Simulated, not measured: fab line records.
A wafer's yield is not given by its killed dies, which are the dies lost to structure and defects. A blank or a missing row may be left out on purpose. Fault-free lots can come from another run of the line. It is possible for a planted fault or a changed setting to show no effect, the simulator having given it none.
Which tool did it?	flow sky130	12 lots with 36 wafers sampled at 4 steps, on a route of 708 steps

== WHAT EACH GAUGE READ, for each wafer ==
SKY_VIA1_THK_MEAS_23: measures by xrf.
lot	measured	on	VIA1_W_THK (nm)
L928	day 34 01:14	film_metro-01	264 266 264
L934	day 36 09:46	film_metro-04	266 275 265
L933	day 36 10:59	film_metro-01	261 262 256
L936	day 38 01:37	film_metro-04	272 276 271
L939	day 38 03:51	film_metro-03	267 275 273
L938	day 38 06:31	film_metro-04	265 272 275
L940	day 38 07:10	film_metro-04	279 278 275
L941	day 38 14:23	film_metro-04	261 269 271
L943	day 38 23:00	film_metro-01	257 267 269
L948	day 40 03:26	film_metro-04	268 260 266
L949	day 40 15:55	film_metro-04	267 267 272
L950	day 40 18:56	film_metro-04	267 267 272

SKY_CAPM_OVL_MEAS_12.
lot	measured	on	CAPM_OVL (nm)
L928	day 37 13:56	overlay-02	1.5 0.9 3.0
L934	day 39 18:46	overlay-01	-0.5 0.2 1.8
L933	day 39 20:10	overlay-01	0.8 -0.2 0.6
L936	day 41 07:44	overlay-02	2.3 -1.8 -0.8
L939	day 41 08:19	overlay-02	-0.3 3.0 1.5
L938	day 41 11:16	overlay-02	2.4 1.1 1.1
L940	day 41 11:34	overlay-01	-1.9 -0.7 -0.6
L941	day 41 19:07	overlay-01	1.1 1.4 1.4
L943	day 42 04:28	overlay-02	0.0 0.9 0.6
L948	day 43 07:10	overlay-01	-2.0 -0.5 -1.8
L949	day 43 18:52	overlay-01	-0.6 1.5 1.3
L950	day 43 21:01	overlay-02	1.5 3.3 1.8

== EACH LOT AND THE TOOL THAT RAN IT (in order: tool; ch and the chambers of the sampled wafers; start) ==
lot	SKY_VIA1_CMP_24	SKY_METAL3_SPUTTER_02
L928	cmp-01 ch 0,1,2, day 34 01:26	pvd_sputter-03, day 36 11:22
L934	cmp-01 ch 0,2, day 36 09:51	pvd_sputter-03, day 38 17:56
L933	cmp-01 ch 0,1,2, day 36 11:19	pvd_sputter-02, day 38 19:36
L936	cmp-02 ch 0,1,3, day 38 01:44	pvd_sputter-02, day 40 07:37
L939	cmp-02 ch 0,1,2, day 38 03:53	pvd_sputter-01, day 40 08:41
L938	cmp-01 ch 0,2, day 38 06:38	pvd_sputter-03, day 40 11:32
L940	cmp-02 ch 0,1, day 38 07:14	pvd_sputter-02, day 40 12:16
L941	cmp-01 ch 1,2, day 38 14:26	pvd_sputter-01, day 40 19:24
L943	cmp-02 ch 2,3, day 38 23:04	pvd_sputter-02, day 41 04:32
L948	cmp-01 ch 1,2,3, day 40 03:30	pvd_sputter-03, day 42 07:35
L949	cmp-02 ch 0,1,2, day 40 16:02	pvd_sputter-01, day 42 18:46
L950	cmp-02 ch 1,2,3, day 40 19:02	pvd_sputter-02, day 42 21:42
- SKY_VIA1_CMP_24: polishes, stops on SiO2, t overpolish 15 s, target thk 0 nm.
- SKY_METAL3_SPUTTER_02: material AlCu, target thk 735 nm, time 39.1 s.

== WHAT THE TOOLS THEMSELVES READ (means of the sampled wafers that have a number; where no wafer has one, the mark that the record gives instead) ==
SKY_VIA1_CMP_24.
lot	tool	motor_current_A (A)	overpolish_run_s (s)	time_to_endpoint_s (s)
L928	cmp-01	11.8	14.998	68
L934	cmp-01	11.8	15.005	69
L933	cmp-01	11.2	14.991	65
L936	cmp-02	11.0	14.991	63
L939	cmp-02	11.6	15.001	67
L938	cmp-01	11.8	15.003	65
L940	cmp-02	12.1	15.000	70
L941	cmp-01	10.6	14.999	66
L943	cmp-02	9.8	15.008	64
L948	cmp-01	11.1	15.011	62
L949	cmp-02	11.9	14.992	67
L950	cmp-02	10.8	15.001	66

SKY_METAL3_SPUTTER_02.
lot	tool	cathode_dc_power_W (W)	chamber_pressure_pa (Pa)	throttle_valve_pct (%)
L928	pvd_sputter-03	10979	0.3996	28.9
L934	pvd_sputter-03	10978	0.4001	29.7
L933	pvd_sputter-02	10981	0.4002	31.1
L936	pvd_sputter-02	10980	0.3998	30.4
L939	pvd_sputter-01	10979	0.4007	29.5
L938	pvd_sputter-03	10979	0.4004	29.3
L940	pvd_sputter-02	10980	0.3999	30.5
L941	pvd_sputter-01	-	-	-
L943	pvd_sputter-02	-	-	-
L948	pvd_sputter-03	10981	0.4000	29.4
L949	pvd_sputter-01	10979	0.4000	29.9
L950	pvd_sputter-02	10981	0.4005	30.9

== THE ANSWER, worked out from the rows above alone ==
Rule: usual is defined by the lots themselves. The widest of any qualifying gaps counts: lots, ordered by their means at a reading, are off when they make up no more than a third of the lots, leave a main group of 4 or more, and stand apart from it by 3 or more times the standard deviation of that group's means. If all means in a main group match to the digits the tables above print for the reading, that group is not used. Also off: a lot with no number at a reading for which 4 or more lots have one. Where the step has rows for the other lots, those lots are counted as sound. After the gauges, taken in route order, come the tools' own readings; for these a lot's mean is taken, as printed above. At the first step where some lot is off, the reading lying furthest off is the one used; lots without a number count as furthest.
Off, at SKY_METAL3_SPUTTER_02 on cathode_dc_power_W: L941, L943. Without a number there: L941, L943. Main group: mean 10980 W, sd 1.
A tool fits if, at that step or a process step before it, it ran every lot that is off, and no sound lot after the first of them. None of those tried fits.

== WHAT THE SIMULATOR PUT IN ==
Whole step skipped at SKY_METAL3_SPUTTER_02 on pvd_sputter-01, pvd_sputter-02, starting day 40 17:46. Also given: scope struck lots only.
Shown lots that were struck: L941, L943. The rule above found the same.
